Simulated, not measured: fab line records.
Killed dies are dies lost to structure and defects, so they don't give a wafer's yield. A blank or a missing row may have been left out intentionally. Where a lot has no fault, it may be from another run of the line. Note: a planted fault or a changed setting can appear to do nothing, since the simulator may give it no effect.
Which tool is to blame? + flow sky130 + Sampling: 10 lots, 30 wafers, 3 of 708 route steps

== WHAT THE GAUGES READ, wafer by wafer ==
SKY_VIA2_RS_MEAS_22: the measuring method here is four-point-probe.
| lot  | measured     | on            | VIA2_W_RS (ohm/sq) |
|------|--------------|---------------|--------------------|
| L857 | day 37 03:59 | film_metro-01 | 0.266 0.275 0.264  |
| L858 | day 37 09:26 | film_metro-04 | 0.275 0.271 0.271  |
| L859 | day 37 08:16 | film_metro-01 | 0.269 0.261 0.274  |
| L860 | day 37 19:08 | film_metro-01 | 0.274 0.273 0.278  |
| L861 | day 37 15:05 | film_metro-01 | 0.265 0.276 0.270  |
| L866 | day 39 22:27 | film_metro-02 | 0.268 0.274 0.271  |
| L872 | day 41 03:50 | film_metro-01 | 0.197 0.197 0.272  |
| L874 | day 41 18:45 | film_metro-01 | 0.276 0.274 0.278  |
| L876 | day 42 08:04 | film_metro-02 | 0.278 0.271 0.278  |
| L877 | day 42 13:58 | film_metro-01 | 0.274 0.272 0.271  |

== WHAT TOOL EACH LOT RAN ON (gives the tool, then ch and the chambers of the sampled wafers, and finally the start) ==
| lot  | SKY_METAL2_STRIP_20                  | SKY_VIA2_CVD_21               |
|------|--------------------------------------|-------------------------------|
| L857 | plasma_asher-04 ch 0,1, day 36 00:13 | cvd_w-01 ch 0,1, day 37 03:52 |
| L858 | plasma_asher-04 ch 0,1, day 36 06:28 | cvd_w-02 ch 0,1, day 37 09:19 |
| L859 | plasma_asher-03 ch 0,1, day 36 04:36 | cvd_w-01 ch 0,1, day 37 08:08 |
| L860 | plasma_asher-04 ch 0,1, day 36 15:43 | cvd_w-02 ch 0,1, day 37 19:01 |
| L861 | plasma_asher-04 ch 0,1, day 36 11:14 | cvd_w-01 ch 0,1, day 37 14:57 |
| L866 | plasma_asher-02 ch 1, day 38 19:16   | cvd_w-02 ch 0,1, day 39 22:19 |
| L872 | plasma_asher-02 ch 0,1, day 40 02:06 | cvd_w-01 ch 0,1, day 41 03:42 |
| L874 | plasma_asher-04 ch 0,1, day 40 16:50 | cvd_w-02 ch 0,1, day 41 18:37 |
| L876 | plasma_asher-02 ch 0, day 41 05:57   | cvd_w-02 ch 0, day 42 07:55   |
| L877 | plasma_asher-04 ch 0,1, day 41 12:03 | cvd_w-02 ch 0,1, day 42 13:49 |
- SKY_METAL2_STRIP_20: strips in O2/N2.
- SKY_VIA2_CVD_21: deposits W, target thk 420 nm, time 126.4 s.

== THE ANSWER, worked out from the rows above alone ==
Rule: usual is defined by the lots themselves. The widest of any qualifying gaps counts: lots, ordered by their means at a reading, are off when they make up no more than a third of the lots, leave a main group of 4 or more, and stand apart from it by 3 or more times the standard deviation of that group's means. A main group is skipped when, at the precision printed for the reading in the tables above, its means are all equal. A lot without any number at a reading at which 4 lots or more have one is off too. Any other lot the step has rows for is counted as sound.
Off: at SKY_VIA2_RS_MEAS_22 (VIA2_W_RS), L872. The main group: mean 0.272 ohm/sq, standard deviation 0.0028.
A tool fits if, at a process step before that reading, it ran every lot that is off, and no sound lot after the first of them. Those tools and the gauges at SKY_VIA2_RS_MEAS_22 are tried in the same way. One candidate fits, namely cvd_w-01 at SKY_VIA2_CVD_21. A fault onset in the window from L861 (day 37 14:57, its last sound lot) to L872 (day 41 03:42, its first lot off) fits.

== WHAT HAD BEEN PUT IN BY THE SIMULATOR ==
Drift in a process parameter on cvd_w-01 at SKY_VIA2_CVD_21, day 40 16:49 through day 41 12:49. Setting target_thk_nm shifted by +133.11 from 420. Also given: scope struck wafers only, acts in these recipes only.
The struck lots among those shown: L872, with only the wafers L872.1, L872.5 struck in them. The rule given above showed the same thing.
